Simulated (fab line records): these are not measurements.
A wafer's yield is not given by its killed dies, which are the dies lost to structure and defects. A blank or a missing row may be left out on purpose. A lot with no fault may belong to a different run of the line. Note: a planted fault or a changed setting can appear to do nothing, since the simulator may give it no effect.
fab line records / flow sky130 / part 2 of 2: steps 25 to 41 of 41
record: lots: 5 wafers: 15 lastDay: 49
route steps=708 shown FIELD_ISO@12 NWELL@32 DNWELL@35 PWDE@45
lots untouched by any fault: they come from a run of this same line in which no faults occurred
startH: hours from the record's first day to the start of the lot's first wafer shown / waitH: hours from the lot's prior step to this one / " same as the row above / L1.1+2: a row that stands for several wafers / - no value, or no start was given / * or withheld: withheld / < > ~ a bound
route shown NAME@n: NAME is a module with steps in the file, n the number in the route of the first one / usual: mean and standard deviation over wafers with no fault / same: alike in all rows / chamber/n: place in a boat / sites: per-site readings / _std_site: how widely they spread, as a standard deviation / _edge_site: the outer-site mean with the inner-site mean subtracted / radiusMm: for every site, how far away it sits from the centre of the wafer / mask NAME#n: copy n / behind: tool/chamber where the wafer was last shaped / hold: the reason the lot was held/the length of the hold in hours/how it ended / device: the transistor (n, p or np) that didn't switch / end of line: tests run on the same wafers once the route is complete / for a step that has no rows: nothing shown but its recipe / killed: dies lost to structure and defects at the first sort, not the wafer's yield / map: the dies of a wafer, with x for killed, . for not killed, _ for no die there
set.NAME: the setting as run; set.NAME@STEP: as run at that earlier step / model.NAME: the simulator's own value behind a step, which no gauge read
a table for each step, a row for each wafer; lots at some steps of the route
services: when a tool's chamber went out of use (startH, in hours from the record's first day, below 0 if earlier), for how many hours, and the reason
== steps ==
step: SKY_DNWELL_HMDS_01
recipe: primeTimeS: 60 primeTempC: 120
lot.wafer=L075.3+4+6 tool=lithoTrack-03 chamber=0 startH=49.92 waitH=0.1
lot.wafer=L078.2+3+4 tool=lithoTrack-04 chamber=0 startH=65.38 waitH=0.1
lot.wafer=L083.2+3+6 tool=lithoTrack-04 chamber=0 startH=100.13 waitH=0.1
lot.wafer=L090.2+5+6 tool=lithoTrack-04 chamber=0 startH=129.48 waitH=0.1
lot.wafer=L093.3+5+6 tool=lithoTrack-01 chamber=0 startH=145.91 waitH=0.1
step: SKY_DNWELL_COAT_02
recipe: spinRpm: 2000 resistThkNm: 3000
lot.wafer=L075.3+4+6 tool=lithoTrack-03 chamber=0 startH=50.07 waitH=0.1
lot.wafer=L078.2+3+4 tool=lithoTrack-04 chamber=0 startH=65.53 waitH=0.1
lot.wafer=L083.2+3+6 tool=lithoTrack-04 chamber=0 startH=100.28 waitH=0.1
lot.wafer=L090.2+5+6 tool=lithoTrack-04 chamber=0 startH=129.63 waitH=0.1
lot.wafer=L093.3+5+6 tool=lithoTrack-01 chamber=0 startH=146.06 waitH=0.1
step: SKY_DNWELL_SOFTBAKE_03
recipe: tempC: 110 timeS: withheld
lot.wafer=L075.3+4+6 tool=lithoTrack-03 chamber=0 startH=50.24 waitH=0.1
lot.wafer=L078.2+3+4 tool=lithoTrack-04 chamber=0 startH=65.69 waitH=0.1
lot.wafer=L083.2+3+6 tool=lithoTrack-04 chamber=0 startH=100.44 waitH=0.1
lot.wafer=L090.2+5+6 tool=lithoTrack-04 chamber=0 startH=129.79 waitH=0.1
lot.wafer=L093.3+5+6 tool=lithoTrack-01 chamber=0 startH=146.23 waitH=0.1
step: SKY_DNWELL_EXPOSE_04
recipe: maskId: DNM na: 0.57 targetCdNm: 3000 doseMj: 222
lot.wafer=L075.3+4+6 tool=ilineStepper-02 chamber=0 startH=- waitH=- mask=DNM#0
lot.wafer=L078.2+3+4 tool=ilineStepper-01 chamber=0 startH=- waitH=- mask=DNM#0
lot.wafer=L083.2+3+6 tool=ilineStepper-01 chamber=0 startH=- waitH=- mask=DNM#0
lot.wafer=L090.2+5+6 tool=ilineStepper-01 chamber=0 startH=- waitH=- mask=DNM#0
lot.wafer=L093.3+5+6 tool=ilineStepper-02 chamber=0 startH=- waitH=- mask=DNM#0
step: SKY_DNWELL_PEB_05
recipe: tempC: 115 timeS: withheld
lot.wafer=L075.3+4+6 tool=lithoTrack-01 chamber=0 startH=- waitH=-
lot.wafer=L078.2+3+4 tool=lithoTrack-04 chamber=0 startH=- waitH=-
lot.wafer=L083.2+3+6 tool=lithoTrack-03 chamber=0 startH=- waitH=-
lot.wafer=L090.2+5+6 tool=lithoTrack-04 chamber=0 startH=- waitH=-
lot.wafer=L093.3+5+6 tool=lithoTrack-04 chamber=0 startH=- waitH=-
step: SKY_DNWELL_DEVELOP_06
recipe: wallAngleDeg: 90 developer: TMAH developTimeS: 60 devTempC: 23
lot.wafer=L075.3+4+6 tool=lithoTrack-01 chamber=0 startH=- waitH=-
lot.wafer=L078.2+3+4 tool=lithoTrack-04 chamber=0 startH=- waitH=-
lot.wafer=L083.2+3+6 tool=lithoTrack-03 chamber=0 startH=- waitH=-
lot.wafer=L090.2+5+6 tool=lithoTrack-04 chamber=0 startH=- waitH=-
lot.wafer=L093.3+5+6 tool=lithoTrack-04 chamber=0 startH=- waitH=-
step: SKY_DNWELL_IMPLANT_07
recipe: species: P energyKev: withheld doseCm2: withheld tiltDeg: withheld
lot.wafer=L075.3+4+6 tool=implanter-03 chamber=0 startH=57.86 waitH=-
lot.wafer=L078.2+3+4 tool=implanter-03 chamber=0 startH=74.23 waitH=-
lot.wafer=L083.2+3+6 tool=implanter-04 chamber=0 startH=109.27 waitH=-
lot.wafer=L090.2+5+6 tool=implanter-03 chamber=0 startH=139.53 waitH=-
lot.wafer=L093.3+5+6 tool=implanter-01 chamber=0 startH=156.31 waitH=-
step: SKY_DNWELL_STRIP_08
recipe: chemistry: O2/N2 powerW: 1400 pressureMtorr: 1500 platenTempC: withheld o2FlowSccm: 3000 n2FlowSccm: 300 overashFraction: 0.5
usual: drypumpMotorCurrentA: 5.8/0.41 oesProductAu: 0.723/0.0048 stripTimeToEndpointS: 36.92/0.093
lot.wafer=L075.3 tool=plasmaAsher-02 chamber=0 startH=58.00 waitH=0.1 drypumpMotorCurrentA=5.6 oesProductAu=0.720 rfHoursCounterH=- stripTimeToEndpointS=36.95
lot.wafer=L075.4 tool=plasmaAsher-02 chamber=1 startH=58.00 waitH=0.1 drypumpMotorCurrentA=6.2 oesProductAu=0.722 rfHoursCounterH=- stripTimeToEndpointS=36.89
lot.wafer=L075.6 tool=plasmaAsher-02 chamber=0 startH=58.00 waitH=0.1 drypumpMotorCurrentA=5.6 oesProductAu=0.720 rfHoursCounterH=- stripTimeToEndpointS=37.03
lot.wafer=L078.2 tool=plasmaAsher-02 chamber=0 startH=74.36 waitH=0.1 drypumpMotorCurrentA=5.5 oesProductAu=0.721 rfHoursCounterH=25 stripTimeToEndpointS=36.82
lot.wafer=L078.3 tool=plasmaAsher-02 chamber=1 startH=74.36 waitH=0.1 drypumpMotorCurrentA=6.2 oesProductAu=0.737 rfHoursCounterH=- stripTimeToEndpointS=36.92
lot.wafer=L078.4 tool=plasmaAsher-02 chamber=0 startH=74.36 waitH=0.1 drypumpMotorCurrentA=5.5 oesProductAu=0.719 rfHoursCounterH=- stripTimeToEndpointS=36.91
lot.wafer=L083.2 tool=plasmaAsher-03 chamber=0 startH=109.40 waitH=0.1 drypumpMotorCurrentA=5.4 oesProductAu=0.726 rfHoursCounterH=42 stripTimeToEndpointS=36.98
lot.wafer=L083.3 tool=plasmaAsher-03 chamber=0 startH=109.40 waitH=0.1 drypumpMotorCurrentA=5.4 oesProductAu=0.723 rfHoursCounterH=- stripTimeToEndpointS=36.87
lot.wafer=L083.6 tool=plasmaAsher-03 chamber=0 startH=109.40 waitH=0.1 drypumpMotorCurrentA=5.4 oesProductAu=0.720 rfHoursCounterH=- stripTimeToEndpointS=36.92
lot.wafer=L090.2 tool=plasmaAsher-01 chamber=0 startH=139.66 waitH=0.1 drypumpMotorCurrentA=6.1 oesProductAu=0.721 rfHoursCounterH=2 stripTimeToEndpointS=37.01
lot.wafer=L090.5 tool=plasmaAsher-01 chamber=1 startH=139.66 waitH=0.1 drypumpMotorCurrentA=5.1 oesProductAu=0.723 rfHoursCounterH=- stripTimeToEndpointS=36.96
lot.wafer=L090.6 tool=plasmaAsher-01 chamber=0 startH=139.66 waitH=0.1 drypumpMotorCurrentA=6.2 oesProductAu=0.721 rfHoursCounterH=- stripTimeToEndpointS=37.06
lot.wafer=L093.3 tool=plasmaAsher-03 chamber=0 startH=156.44 waitH=0.1 drypumpMotorCurrentA=5.4 oesProductAu=0.724 rfHoursCounterH=- stripTimeToEndpointS=37.08
lot.wafer=L093.5 tool=plasmaAsher-03 chamber=0 startH=156.44 waitH=0.1 drypumpMotorCurrentA=5.4 oesProductAu=0.728 rfHoursCounterH=- stripTimeToEndpointS=37.07
lot.wafer=L093.6 tool=plasmaAsher-03 chamber=1 startH=156.44 waitH=0.1 drypumpMotorCurrentA=6.1 oesProductAu=0.721 rfHoursCounterH=- stripTimeToEndpointS=37.08
step: SKY_DNWELL_TW_MEAS_09
usual: DNWELL_TW: 1120/15
lot.wafer=L075.3 tool=filmMetro-02 chamber=- startH=58.08 waitH=0.1 DNWELL_TW=1119
lot.wafer=L075.4 tool=filmMetro-02 chamber=- startH=58.08 waitH=0.1 DNWELL_TW=1114
lot.wafer=L075.6 tool=filmMetro-02 chamber=- startH=58.08 waitH=0.1 DNWELL_TW=1114
lot.wafer=L078.2 tool=filmMetro-03 chamber=- startH=74.47 waitH=0.1 DNWELL_TW=1122
lot.wafer=L078.3 tool=filmMetro-03 chamber=- startH=74.47 waitH=0.1 DNWELL_TW=1130
lot.wafer=L078.4 tool=filmMetro-03 chamber=- startH=74.47 waitH=0.1 DNWELL_TW=1119
lot.wafer=L083.2 tool=filmMetro-01 chamber=- startH=109.51 waitH=0.1 DNWELL_TW=1105
lot.wafer=L083.3 tool=filmMetro-01 chamber=- startH=109.51 waitH=0.1 DNWELL_TW=1100
lot.wafer=L083.6 tool=filmMetro-01 chamber=- startH=109.51 waitH=0.1 DNWELL_TW=1103
lot.wafer=L090.2 tool=filmMetro-03 chamber=- startH=139.77 waitH=0.1 DNWELL_TW=1121
lot.wafer=L090.5 tool=filmMetro-03 chamber=- startH=139.77 waitH=0.1 DNWELL_TW=1130
lot.wafer=L090.6 tool=filmMetro-03 chamber=- startH=139.77 waitH=0.1 DNWELL_TW=1128
lot.wafer=L093.3 tool=filmMetro-02 chamber=- startH=156.53 waitH=0.1 DNWELL_TW=1126
lot.wafer=L093.5 tool=filmMetro-02 chamber=- startH=156.53 waitH=0.1 DNWELL_TW=1115
lot.wafer=L093.6 tool=filmMetro-02 chamber=- startH=156.53 waitH=0.1 DNWELL_TW=1118
step: SKY_PWDE_DEHYDRATE_00
recipe: tempC: 200 timeS: 60
lot.wafer=L075.3+4+6 tool=lithoTrack-01 chamber=0 startH=66.21 waitH=8.1
lot.wafer=L078.2+3+4 tool=lithoTrack-02 chamber=0 startH=81.81 waitH=7.3
lot.wafer=L083.2+3+6 tool=lithoTrack-01 chamber=0 startH=118.09 waitH=8.6
lot.wafer=L090.2+5+6 tool=lithoTrack-02 chamber=0 startH=149.01 waitH=9.2
lot.wafer=L093.3+5+6 tool=lithoTrack-02 chamber=0 startH=165.84 waitH=9.3
step: SKY_PWDE_HMDS_01
recipe: primeTimeS: 60 primeTempC: 120
lot.wafer=L075.3+4+6 tool=lithoTrack-01 chamber=0 startH=66.36 waitH=0.1
lot.wafer=L078.2+3+4 tool=lithoTrack-02 chamber=0 startH=81.96 waitH=0.1
lot.wafer=L083.2+3+6 tool=lithoTrack-01 chamber=0 startH=118.24 waitH=0.1
lot.wafer=L090.2+5+6 tool=lithoTrack-02 chamber=0 startH=149.16 waitH=0.1
lot.wafer=L093.3+5+6 tool=lithoTrack-02 chamber=0 startH=165.99 waitH=0.1
step: SKY_PWDE_COAT_02
recipe: spinRpm: 2000 resistThkNm: 3000
lot.wafer=L075.3+4+6 tool=lithoTrack-01 chamber=0 startH=66.51 waitH=0.1
lot.wafer=L078.2+3+4 tool=lithoTrack-02 chamber=0 startH=82.11 waitH=0.1
lot.wafer=L083.2+3+6 tool=lithoTrack-01 chamber=0 startH=118.39 waitH=0.1
lot.wafer=L090.2+5+6 tool=lithoTrack-02 chamber=0 startH=149.31 waitH=0.1
lot.wafer=L093.3+5+6 tool=lithoTrack-02 chamber=0 startH=166.14 waitH=0.1
step: SKY_PWDE_SOFTBAKE_03
recipe: tempC: 110 timeS: withheld
lot.wafer=L075.3+4+6 tool=lithoTrack-01 chamber=0 startH=66.68 waitH=0.1
lot.wafer=L078.2+3+4 tool=lithoTrack-02 chamber=0 startH=82.27 waitH=0.1
lot.wafer=L083.2+3+6 tool=lithoTrack-01 chamber=0 startH=118.54 waitH=0.1
lot.wafer=L090.2+5+6 tool=lithoTrack-02 chamber=0 startH=149.47 waitH=0.1
lot.wafer=L093.3+5+6 tool=lithoTrack-02 chamber=0 startH=166.30 waitH=0.1
step: SKY_PWDE_EXPOSE_04
recipe: maskId: PWDEM na: 0.6 sourceShape: conventional sigmaOuter: 0.6 polarization: unpolarized targetCdNm: 840 doseMj: 214
lot.wafer=L075.3+4+6 tool=ilineStepper-01 chamber=0 startH=- waitH=- mask=PWDEM#0
lot.wafer=L078.2+3+4 tool=ilineStepper-01 chamber=0 startH=- waitH=- mask=PWDEM#0
lot.wafer=L083.2+3+6 tool=ilineStepper-01 chamber=0 startH=- waitH=- mask=PWDEM#0
lot.wafer=L090.2+5+6 tool=ilineStepper-01 chamber=0 startH=- waitH=- mask=PWDEM#0
lot.wafer=L093.3+5+6 tool=ilineStepper-01 chamber=0 startH=- waitH=- mask=PWDEM#0
step: SKY_PWDE_PEB_05
recipe: tempC: 115 timeS: withheld
lot.wafer=L075.3+4+6 tool=lithoTrack-01 chamber=0 startH=- waitH=-
lot.wafer=L078.2+3+4 tool=lithoTrack-01 chamber=0 startH=- waitH=-
lot.wafer=L083.2+3+6 tool=lithoTrack-02 chamber=0 startH=- waitH=-
lot.wafer=L090.2+5+6 tool=lithoTrack-01 chamber=0 startH=- waitH=-
lot.wafer=L093.3+5+6 tool=lithoTrack-01 chamber=0 startH=- waitH=-
step: SKY_PWDE_DEVELOP_06
recipe: wallAngleDeg: 90 developer: TMAH developTimeS: 60 devTempC: 23
lot.wafer=L075.3+4+6 tool=lithoTrack-01 chamber=0 startH=- waitH=-
lot.wafer=L078.2+3+4 tool=lithoTrack-01 chamber=0 startH=- waitH=-
lot.wafer=L083.2+3+6 tool=lithoTrack-02 chamber=0 startH=- waitH=-
lot.wafer=L090.2+5+6 tool=lithoTrack-01 chamber=0 startH=- waitH=-
lot.wafer=L093.3+5+6 tool=lithoTrack-01 chamber=0 startH=- waitH=-
step: SKY_PWDE_OVL_MEAS_07
usual: PWDE_OVL: 0.6/1.3
lot.wafer=L075.3 tool=overlay-01 chamber=- startH=74.62 waitH=- PWDE_OVL[nm]=-0.6
lot.wafer=L075.4 tool=overlay-01 chamber=- startH=74.62 waitH=- PWDE_OVL[nm]=1.4
lot.wafer=L075.6 tool=overlay-01 chamber=- startH=74.62 waitH=- PWDE_OVL[nm]=0.8
lot.wafer=L078.2 tool=overlay-01 chamber=- startH=91.02 waitH=- PWDE_OVL[nm]=-0.7
lot.wafer=L078.3 tool=overlay-01 chamber=- startH=91.02 waitH=- PWDE_OVL[nm]=-1.6
lot.wafer=L078.4 tool=overlay-01 chamber=- startH=91.02 waitH=- PWDE_OVL[nm]=0.6
lot.wafer=L083.2 tool=overlay-02 chamber=- startH=128.24 waitH=- PWDE_OVL[nm]=3.2
lot.wafer=L083.3 tool=overlay-02 chamber=- startH=128.24 waitH=- PWDE_OVL[nm]=2.4
lot.wafer=L083.6 tool=overlay-02 chamber=- startH=128.24 waitH=- PWDE_OVL[nm]=2.0
lot.wafer=L090.2 tool=overlay-01 chamber=- startH=159.67 waitH=- PWDE_OVL[nm]=-0.9
lot.wafer=L090.5 tool=overlay-01 chamber=- startH=159.67 waitH=- PWDE_OVL[nm]=0.8
lot.wafer=L090.6 tool=overlay-01 chamber=- startH=159.67 waitH=- PWDE_OVL[nm]=1.1
lot.wafer=L093.3 tool=overlay-01 chamber=- startH=175.87 waitH=- PWDE_OVL[nm]=-0.7
lot.wafer=L093.5 tool=overlay-01 chamber=- startH=175.87 waitH=- PWDE_OVL[nm]=0.4
lot.wafer=L093.6 tool=overlay-01 chamber=- startH=175.87 waitH=- PWDE_OVL[nm]=-0.4
== services ==
tool=cmp-02 chamber=- startH=11.92 hours=2.5 kind=repair
tool=cmp-02 chamber=- startH=12.84 hours=3.5 kind=repair
tool=rieSi-02 chamber=0 startH=15.55 hours=9.1 kind=repair
tool=rieDiel-01 chamber=0 startH=15.92 hours=22.3 kind=repair
tool=cmp-01 chamber=- startH=16.62 hours=2.0 kind=repair
tool=cmp-01 chamber=- startH=21.51 hours=2.2 kind=repair
tool=rieDiel-04 chamber=1 startH=32.49 hours=2.6 kind=repair
tool=hdpcvd-02 chamber=- startH=33.41 hours=2.8 kind=pm
tool=rieSi-01 chamber=2 startH=35.99 hours=3.1 kind=repair
tool=rieSi-02 chamber=3 startH=36.14 hours=8.3 kind=repair
tool=rieDiel-03 chamber=0 startH=37.99 hours=3.3 kind=repair
tool=rieSi-02 chamber=2 startH=41.24 hours=5.9 kind=repair
tool=cmp-01 chamber=- startH=64.00 hours=4.0 kind=pm
tool=furnace-01 chamber=- startH=66.63 hours=4.2 kind=pm
tool=implanter-03 chamber=- startH=69.62 hours=3.6 kind=pm
tool=furnace-02 chamber=- startH=71.74 hours=3.3 kind=pm
tool=rieDiel-04 chamber=- startH=87.86 hours=2.8 kind=pm
tool=rieSi-02 chamber=3 startH=90.81 hours=1.1 kind=repair
tool=ilineStepper-01 chamber=- startH=96.57 hours=1.7 kind=pm
tool=rieDiel-04 chamber=3 startH=102.89 hours=14.0 kind=repair
tool=rieSi-02 chamber=1 startH=108.50 hours=3.2 kind=repair
tool=furnace-02 chamber=- startH=150.71 hours=11.2 kind=repair
tool=cmp-01 chamber=- startH=163.21 hours=2.9 kind=repair
tool=cmp-01 chamber=- startH=173.75 hours=2.2 kind=repair
